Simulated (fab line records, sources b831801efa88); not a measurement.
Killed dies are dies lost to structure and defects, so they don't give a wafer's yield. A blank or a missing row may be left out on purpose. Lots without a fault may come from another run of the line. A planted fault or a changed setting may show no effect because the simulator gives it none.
Which tool did it? | flow sky130 | 12 lots, 36 wafers sampled, at 3 steps of a route of 708

WHAT THE GAUGES READ, wafer by wafer
SKY_FIELD_ISO_BOW_MEAS_00.
lot  | measured    | on            | INCOMING_BOW (um)
L322 | day 1 10:02 | film_metro-01 | -4 -5 -13
L324 | day 1 20:01 | film_metro-02 | -6 -19 -4
L325 | day 2 01:04 | film_metro-03 | 4 6 2
L327 | day 2 11:02 | film_metro-01 | -3 -14 -7
L329 | day 2 21:01 | film_metro-01 | 4 -12 -2
L331 | day 3 07:00 | film_metro-03 | -3 -2 6
L333 | day 3 17:00 | film_metro-01 | 3 4 3
L335 | day 4 03:00 | film_metro-02 | -4 1 6
L337 | day 4 13:01 | film_metro-01 | 1 3 4
L340 | day 5 04:00 | film_metro-01 | -1 7 0
L344 | day 6 00:00 | film_metro-03 | -3 15 -4
L345 | day 6 05:01 | film_metro-01 | -7 -7 -7

SKY_PWDE_OVL_MEAS_07.
lot  | measured    | on         | PWDE_OVL (nm)
L322 | day 3 22:34 | overlay-01 | 0.1 0.8 0.6
L324 | day 4 04:41 | overlay-01 | -2.0 2.5 -0.2
L325 | day 4 09:39 | overlay-02 | 1.3 0.8 1.4
L327 | day 4 22:58 | overlay-01 | -0.7 -2.1 0.0
L329 | day 5 09:37 | overlay-01 | -2.4 -0.3 -0.1
L331 | day 6 00:51 | overlay-02 | 0.6 -1.6 0.9
L333 | day 6 09:39 | overlay-01 | -0.4 0.5 1.1
L335 | day 6 21:42 | overlay-02 | 1.5 1.1 3.7
L337 | day 7 06:49 | overlay-02 | 0.5 -0.6 2.1
L340 | day 8 04:47 | overlay-01 | -2.3 -2.7 -1.7
L344 | day 9 02:48 | overlay-01 | 0.0 -0.8 -0.6
L345 | day 9 07:32 | overlay-02 | 1.5 0.1 4.4

WHICH TOOL RAN EACH LOT (tool, then ch and the chambers of the sampled wafers, then the start)
lot  | SKY_FIELD_ISO_CMP_27
L322 | cmp-02 ch 1,3, day 2 11:16
L324 | cmp-01 ch 0,1,3, day 2 17:47
L325 | cmp-02 ch 0,1, day 2 23:25
L327 | cmp-02 ch 0,2, day 3 11:11
L329 | cmp-02 ch 0,3, day 3 20:19
L331 | cmp-02 ch 0,3, day 4 09:30
L333 | cmp-01 ch 0,1, day 4 17:44
L335 | cmp-01 ch 0,1,3, day 5 04:46
L337 | cmp-01 ch 0,2,3, day 5 13:47
L340 | cmp-01 ch 0,1,3, day 6 09:47
L344 | cmp-02 ch 0,1,2, day 7 05:45
L345 | cmp-01 ch 1,3, day 7 10:55
- SKY_FIELD_ISO_CMP_27: polishes, stops on Si3N4, t overpolish 16 s, target thk 457.8 nm.

WHAT THE TOOLS THEMSELVES READ (means of the sampled wafers that have a number; where no wafer has one, the mark that the record gives instead)
SKY_FIELD_ISO_CMP_27.
lot  | tool   | motor_current_A (A) | overpolish_run_s (s) | platen_rpm (rpm) | time_to_endpoint_s (s)
L322 | cmp-02 | 10.8                | 15.999               | 60.02            | 108
L324 | cmp-01 | 11.9                | 15.995               | 59.98            | 113
L325 | cmp-02 | 10.5                | 16.000               | 60.00            | 107
L327 | cmp-02 | 12.1                | 16.003               | 60.01            | 106
L329 | cmp-02 | 12.6                | 16.005               | 60.00            | 112
L331 | cmp-02 | 12.5                | 16.008               | 60.01            | 115
L333 | cmp-01 | 13.1                | 15.995               | 60.00            | 115
L335 | cmp-01 | 12.0                | 15.990               | 59.97            | 111
L337 | cmp-01 | 10.7                | 15.995               | 60.02            | 113
L340 | cmp-01 | 11.7                | 16.001               | 59.95            | 115
L344 | cmp-02 | 11.7                | 16.000               | 60.02            | 108
L345 | cmp-01 | 13.5                | 15.996               | 60.01            | 111

THE ANSWER, worked out from the rows above alone
Rule: what is usual is taken from the lots themselves. Put in order of their means at a reading, lots are off if they are a third of the lots or fewer, leave a main group of 4 or more, and stand apart from it by a gap of 3 or more times the standard deviation of the main group's means; of several such gaps the widest counts. A main group whose means are all the same, to the digits that the tables above print for the reading, isn't used. A lot without any number at a reading at which 4 lots or more have one is off too. The other lots that the step has rows for count as sound. The gauges are gone through in route order, then the tools' own readings, and for those a lot's mean is taken as printed above. The first step at which some lot is off is used, and at that step the reading that is off furthest; a lot without a number counts as furthest.
No lot is off at any reading shown: from this, nothing can be told.

WHAT THE SIMULATOR HAD PUT IN
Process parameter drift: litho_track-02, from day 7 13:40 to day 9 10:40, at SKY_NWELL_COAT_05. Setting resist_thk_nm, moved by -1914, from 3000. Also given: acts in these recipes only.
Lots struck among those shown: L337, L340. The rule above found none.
